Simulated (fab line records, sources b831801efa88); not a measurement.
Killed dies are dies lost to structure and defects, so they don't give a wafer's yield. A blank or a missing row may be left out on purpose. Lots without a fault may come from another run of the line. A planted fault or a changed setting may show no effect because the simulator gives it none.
Chamber matching | flow sky130 | SKY_VIA3_ETCH_14 on rie_diel-02: 4 sister chambers
The step etches BARC in N2/H2, stops on SiO2, time 45.9 s, target depth 60 nm. 16 wafers are shown with their chamber, then 8 later ones without.

WAFERS WITH THEIR CHAMBER
wafer  | chamber | drypump_motor_current_A (A) | throttle_valve_pct (%) | oes_product_au (a.u.)
L077.3 | 3       | 5.5                         | 13.214                 | 0.855
L077.4 | 2       | 6.2                         | 13.223                 | 0.862
L077.6 | 0       | 5.5                         | 13.235                 | 0.856
L080.1 | 1       | 5.3                         | 13.231                 | 0.863
L080.2 | 0       | 5.6                         | 13.227                 | 0.858
L080.5 | 3       | 5.5                         | 13.221                 | 0.859
L081.1 | 0       | 5.5                         | 13.234                 | 0.852
L081.2 | 2       | 6.2                         | 13.212                 | 0.854
L081.6 | 1       | 5.4                         | 13.231                 | 0.846
L085.1 | 1       | 5.4                         | 13.218                 | 0.853
L085.3 | 3       | 5.4                         | 13.220                 | 0.859
L085.4 | 3       | 5.5                         | 13.234                 | 0.854
L088.1 | 0       | 5.6                         | 13.243                 | 0.852
L088.2 | 2       | 6.2                         | 13.251                 | 0.847
L088.5 | 3       | 5.5                         | 13.224                 | 0.854
L090.1 | 2       | 6.2                         | 13.222                 | 0.864

SIGNATURES (means of the wafers above)
reading                 | chamber 0 | chamber 1 | chamber 2 | chamber 3 | scatter within a chamber
drypump_motor_current_A | 5.550     | 5.367     | 6.200     | 5.480     | 0.0453
throttle_valve_pct      | 13.23475  | 13.22667  | 13.22700  | 13.22260  | 0.0104
oes_product_au          | 0.85450   | 0.85400   | 0.85675   | 0.85620   | 0.00565
Rule: a wafer's distance from a chamber is the root of the sum, over the readings, of the square of ((its reading less the chamber's mean) divided by the reading's scatter). The wafer belongs to the nearest chamber; if the next one is less than 2 further off, it can't be placed. The scatter: the root of (the sum of the squares of (reading less its chamber's mean) over the shown wafers, divided by (wafers less chambers)).

WAFERS WITHOUT THEIR CHAMBER
wafer  | drypump_motor_current_A (A) | throttle_valve_pct (%) | oes_product_au (a.u.)
L090.2 | 5.5                         | 13.222                 | 0.853
L090.6 | 5.5                         | 13.216                 | 0.866
L097.1 | 5.4                         | 13.211                 | 0.852
L097.2 | 6.2                         | 13.224                 | 0.855
L097.3 | 5.5                         | 13.228                 | 0.849
L097.4 | 5.5                         | 13.214                 | 0.859
L097.5 | 6.2                         | 13.228                 | 0.852
L097.6 | 5.4                         | 13.219                 | 0.861

WHICH CHAMBER EACH WENT THROUGH
wafer  | from the rows above          | in truth
L090.2 | can't be placed: 3 or 0      | 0
L090.6 | can't be placed: 3 or 0 or 1 | 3
L097.1 | can't be placed: 1 or 3      | 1
L097.2 | 2                            | 2
L097.3 | can't be placed: 3 or 0 or 1 | 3
L097.4 | can't be placed: 3 or 0      | 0
L097.5 | 2                            | 2
L097.6 | can't be placed: 1 or 3      | 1
Placed correctly: 2 of 8. Can't be placed from these rows: 6 (the true chamber is among the candidates in 6). Placed wrongly: 0.
